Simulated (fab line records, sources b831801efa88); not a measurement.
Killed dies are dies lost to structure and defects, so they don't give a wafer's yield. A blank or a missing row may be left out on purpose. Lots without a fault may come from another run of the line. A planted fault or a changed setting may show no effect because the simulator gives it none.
Which tool did it? | flow sky130 | 10 lots, 30 wafers sampled, at 5 steps of a route of 708

WHAT THE GAUGES READ, wafer by wafer
SKY_LI_CONTACT_RS_MEAS_22: measures by four-point-probe. Usual: LI_CONTACT_W_RS 0.286 ohm/sq, standard deviation 0.0038.
lot  | measured     | on            | LI_CONTACT_W_RS (ohm/sq) | flag
L233 | day 28 20:38 | film_metro-02 | 0.295 0.294 0.290        |
L240 | day 32 07:05 | film_metro-03 | 0.316 0.315 0.318        | OFF
L243 | day 33 07:20 | film_metro-03 | 0.286 0.279 0.283        |
L242 | day 33 10:59 | film_metro-02 | 0.321 0.322 0.326        | OFF
L245 | day 33 23:09 | film_metro-01 | 0.287 0.284 0.283        |
L246 | day 34 06:05 | film_metro-01 | 0.279 0.281 0.281        |
L251 | day 35 08:59 | film_metro-03 | 0.283 0.281 0.286        |
L252 | day 35 17:35 | film_metro-01 | 0.287 0.289 0.290        |
L254 | day 35 23:25 | film_metro-02 | 0.288 0.281 0.280        |
L255 | day 36 12:58 | film_metro-01 | 0.286 0.282 0.287        |

SKY_LI_CONTACT_THK_MEAS_23: measures by xrf. Usual: LI_CONTACT_W_THK 412 nm, standard deviation 8.2.
lot  | measured     | on            | LI_CONTACT_W_THK (nm) | flag
L233 | day 28 20:46 | film_metro-02 | 397 398 402           |
L240 | day 32 07:11 | film_metro-03 | 369 372 365           | OFF
L243 | day 33 07:28 | film_metro-03 | 411 424 415           |
L242 | day 33 11:05 | film_metro-02 | 363 360 358           | OFF
L245 | day 33 23:16 | film_metro-01 | 407 407 410           |
L246 | day 34 06:12 | film_metro-01 | 416 410 408           |
L251 | day 35 09:05 | film_metro-03 | 425 426 420           |
L252 | day 35 17:42 | film_metro-01 | 401 397 398           |
L254 | day 35 23:32 | film_metro-02 | 406 418 422           |
L255 | day 36 13:05 | film_metro-01 | 406 411 406           |

SKY_LOCAL_INTERCONNECT_OVL_MEAS_12. Usual: LOCAL_INTERCONNECT_OVL 0 nm, standard deviation 5.9.
lot  | measured     | on         | LOCAL_INTERCONNECT_OVL (nm) | flag
L233 | day 30 00:56 | overlay-01 | -1 1 3                      |
L240 | day 33 09:59 | overlay-01 | 1 -1 2                      |
L243 | day 34 10:20 | overlay-01 | -7 -3 -8                    |
L242 | day 34 14:26 | overlay-01 | -4 -1 3                     |
L245 | day 35 02:41 | overlay-01 | 1 2 -4                      |
L246 | day 35 08:38 | overlay-02 | 9 2 7                       |
L251 | day 36 11:17 | overlay-01 | 2 12 3                      |
L252 | day 36 20:11 | overlay-02 | 4 3 1                       |
L254 | day 37 01:58 | overlay-01 | -6 -1 -6                    |
L255 | day 37 15:35 | overlay-02 | 2 -4 3                      |

WHICH TOOL RAN EACH LOT (tool, then ch and the chambers of the sampled wafers, then the start)
lot  | SKY_LI_CONTACT_CVD_21         | SKY_LI_CONTACT_CMP_24
L233 | cvd_w-02 ch 0,1, day 28 20:31 | cmp-02 ch 0,2,3, day 28 20:52
L240 | cvd_w-02 ch 1, day 32 06:51   | cmp-01 ch 1,2,3, day 32 07:14
L243 | cvd_w-01 ch 0,1, day 33 07:13 | cmp-01 ch 1,2, day 33 07:34
L242 | cvd_w-02 ch 0,1, day 33 10:51 | cmp-02 ch 0,3, day 33 11:10
L245 | cvd_w-01 ch 0, day 33 22:55   | cmp-01 ch 0,1,3, day 33 23:19
L246 | cvd_w-01 ch 0, day 34 05:51   | cmp-01 ch 1,2,3, day 34 06:18
L251 | cvd_w-01 ch 0,1, day 35 08:52 | cmp-01 ch 0,2, day 35 09:07
L252 | cvd_w-01 ch 0,1, day 35 17:28 | cmp-01 ch 0,1,2, day 35 17:49
L254 | cvd_w-02 ch 0,1, day 35 23:18 | cmp-02 ch 0,1,3, day 35 23:36
L255 | cvd_w-02 ch 0,1, day 36 12:50 | cmp-02 ch 1,2,3, day 36 13:15
- SKY_LI_CONTACT_CVD_21: deposits W, target thk 400 nm, time 120.56 s.
- SKY_LI_CONTACT_CMP_24: polishes, stops on PSG, t overpolish 20 s, target thk 0 nm.

WHAT THE TOOLS THEMSELVES READ (means of the sampled wafers that have a number; where no wafer has one, the mark that the record gives instead)
SKY_LI_CONTACT_CVD_21. Usual: heater_power_outer_w 524 W, standard deviation 29; heater_power_w 890 W, standard deviation 53; susceptor_temp_C 399.99 C, standard deviation 0.23.
lot  | tool     | heater_power_outer_w (W) | heater_power_w (W) | susceptor_temp_C (C) | flag
L233 | cvd_w-02 | 501                      | 824                | 399.95               |
L240 | cvd_w-02 | 506                      | 866                | 393.54               | OFF
L243 | cvd_w-01 | 551                      | 913                | 399.81               |
L242 | cvd_w-02 | 494                      | 835                | 393.65               | OFF
L245 | cvd_w-01 | 506                      | 909                | 400.15               |
L246 | cvd_w-01 | 515                      | 890                | 400.00               |
L251 | cvd_w-01 | 527                      | 916                | 399.91               |
L252 | cvd_w-01 | 533                      | 914                | 400.08               |
L254 | cvd_w-02 | 522                      | 876                | 400.02               |
L255 | cvd_w-02 | 514                      | 851                | 400.06               |

SKY_LI_CONTACT_CMP_24. Usual: motor_current_A 10.8 A, standard deviation 1; time_to_endpoint_s 97 s, standard deviation 3.9.
lot  | tool   | motor_current_A (A) | time_to_endpoint_s (s) | flag
L233 | cmp-02 | 9.6                 | 93                     |
L240 | cmp-01 | 11.5                | 88                     |
L243 | cmp-01 | 11.9                | 99                     |
L242 | cmp-02 | 10.0                | 81                     | OFF
L245 | cmp-01 | 11.0                | 96                     |
L246 | cmp-01 | 11.6                | 102                    |
L251 | cmp-01 | 10.9                | 96                     |
L252 | cmp-01 | 11.2                | 98                     |
L254 | cmp-02 | 10.5                | 94                     |
L255 | cmp-02 | 9.8                 | 95                     |

THE ANSWER, worked out from the rows above alone
Rule: a lot is off if the mean of its wafers that have a number lies more than 3 standard deviations from the usual mean. A lot without any number at a reading at which 4 lots or more have one is off too. The other lots that the step has rows for count as sound. The gauges are gone through in route order, then the tools' own readings, and for those a lot's mean is taken as printed above. The first step at which some lot is off is used, and at that step the reading that is off furthest; a lot without a number counts as furthest.
Off: L240, L242, at SKY_LI_CONTACT_RS_MEAS_22 (LI_CONTACT_W_RS).
A tool fits if, at a process step before that reading, it ran every lot that is off, and no sound lot after the first of them. The gauges at SKY_LI_CONTACT_RS_MEAS_22 aren't tried: what is off there is off at SKY_LI_CONTACT_CVD_21 too, on other tools, and a gauge's error can't cause that. None of those tried fits.

WHAT THE SIMULATOR HAD PUT IN
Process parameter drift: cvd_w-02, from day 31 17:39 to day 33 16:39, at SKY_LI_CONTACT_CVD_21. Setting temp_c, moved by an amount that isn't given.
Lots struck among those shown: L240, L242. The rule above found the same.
